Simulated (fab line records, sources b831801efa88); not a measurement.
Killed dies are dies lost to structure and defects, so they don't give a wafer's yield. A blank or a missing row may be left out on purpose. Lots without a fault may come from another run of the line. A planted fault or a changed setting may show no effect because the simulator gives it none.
One fault seen from 2 desks | flow gf180mcu | each desk has only its own numbers; what lay behind them comes last

THE TOOL OWNER'S DESK: pecvd-01
The tool's own readings at GF_SAB_CVD_00 (deposits SiO2 from TEOS, target thk 50 nm, time 4.9302 s): means of the sampled wafers that have a number, for each lot that ran on this tool. A lot is out of limits, marked OUT, if its mean lies more than 4 standard deviations from the usual mean; the brackets give that distance.
Columns: A = heater_power_w at GF_SAB_CVD_00, usual 647 W; B = rf_fwd_power_W at GF_SAB_CVD_00, usual 570.4 W
lot  | first seen here | A   | B
L315 | day 15 07:57    | 569 | 573.4
L324 | day 18 10:22    | 611 | 572.9
L325 | day 18 20:52    | 646 | -
L327 | day 19 22:53    | 620 | -
L328 | day 20 01:17    | 668 | -
This desk's finding: nothing out of limits on any of the 5 lots.

THE METROLOGY DESK
What the gauges read, lot by lot, whatever tool the lot ran on: means of the sampled wafers that have a number. A lot is out of limits, marked OUT, if its mean lies more than 4 standard deviations from the usual mean; the brackets give that distance.
Columns: A = SAB_CVD_00_THK at GF_SAB_THK_MEAS_01, usual 49.5 nm; B = SALICIDE_TIN_THK at GF_SALICIDE_THK_MEAS_05, usual 20.11 nm; C = CONTACT_CVD_02_THK at GF_CONTACT_THK_MEAS_03, usual 863 nm
lot  | first seen here | A               | B     | C
L315 | day 15 07:59    | 49.3            | 20.30 | 855
L316 | day 15 18:19    | 50.8            | 20.03 | 885
L318 | day 16 09:56    | 50.6            | 20.34 | 854
L319 | day 16 20:21    | 50.3            | 20.17 | 858
L320 | day 17 01:45    | 50.0            | 20.35 | 850
L321 | day 17 16:47    | 50.2            | 20.21 | 870
L322 | day 17 19:05    | 49.9            | 19.90 | 850
L324 | day 18 10:23    | 49.3            | 19.73 | 862
L325 | day 18 20:54    | 44.8 (-6.2) OUT | 19.92 | 884
L326 | day 19 18:32    | 49.6            | 19.76 | 851
L327 | day 19 22:55    | 44.2 (-7.1) OUT | 20.65 | 862
L328 | day 20 01:19    | 44.0 (-7.3) OUT | 20.40 | 863
L333 | day 21 22:55    | 48.8            | 20.18 | 875
L335 | day 22 04:58    | 50.2            | 20.10 | 858
This desk's finding: out of limits on L325, L327, L328; first on L325, day 18 20:54 (SAB_CVD_00_THK at GF_SAB_THK_MEAS_01). In limits: L315, L316, L318, L319, L320, L321, L322, L324, L326, L333, L335.

PUT TOGETHER
The metrology desk could have raised an alarm at day 18 20:54, on L325, L327, L328.
The tool owner's desk saw nothing out of limits.
The tool owner's desk has L325, L327, L328 on record, within its limits.
Of the lots named, all ran GF_SAB_CVD_00 on pecvd-01.

WHAT THE SIMULATOR HAD PUT IN
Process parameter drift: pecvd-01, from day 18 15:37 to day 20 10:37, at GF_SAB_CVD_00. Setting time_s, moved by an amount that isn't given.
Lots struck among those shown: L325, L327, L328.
Hours from the fault's start to each desk's first reading out of limits: the metrology desk, 5.
